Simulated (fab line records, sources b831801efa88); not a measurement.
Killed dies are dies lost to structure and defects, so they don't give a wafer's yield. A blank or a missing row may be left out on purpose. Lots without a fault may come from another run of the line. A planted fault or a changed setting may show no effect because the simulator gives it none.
Which tool did it? | flow sky130 | 6 lots, 18 wafers sampled, at 1 step of a route of 708

WHAT THE GAUGES READ, wafer by wafer
SKY_POLY_GATE_THK_MEAS_21.
lot  | measured     | on            | POLY_GATE_OXIDATION_THK (nm)
L396 | day 17 06:05 | film_metro-03 | 3.95 4.04 4.04
L400 | day 18 09:33 | film_metro-02 | 3.98 3.93 3.96
L402 | day 18 21:25 | film_metro-01 | 4.10 3.99 4.00
L405 | day 20 00:04 | film_metro-01 | 3.84 3.97 3.87
L409 | day 21 01:00 | film_metro-01 | 3.94 4.05 4.03
L413 | day 22 17:46 | film_metro-01 | 3.93 3.91 3.98

WHICH TOOL RAN EACH LOT (tool, then ch and the chambers of the sampled wafers, then the start)
The record holds no process step before these readings.

THE ANSWER, worked out from the rows above alone
Rule: what is usual is taken from the lots themselves. Put in order of their means at a reading, lots are off if they are a third of the lots or fewer, leave a main group of 4 or more, and stand apart from it by a gap of 3 or more times the standard deviation of the main group's means; of several such gaps the widest counts. A main group whose means are all the same, to the digits that the tables above print for the reading, isn't used. A lot without any number at a reading at which 4 lots or more have one is off too. The other lots that the step has rows for count as sound.
No lot is off at any reading shown: from this, nothing can be told.

WHAT THE SIMULATOR HAD PUT IN
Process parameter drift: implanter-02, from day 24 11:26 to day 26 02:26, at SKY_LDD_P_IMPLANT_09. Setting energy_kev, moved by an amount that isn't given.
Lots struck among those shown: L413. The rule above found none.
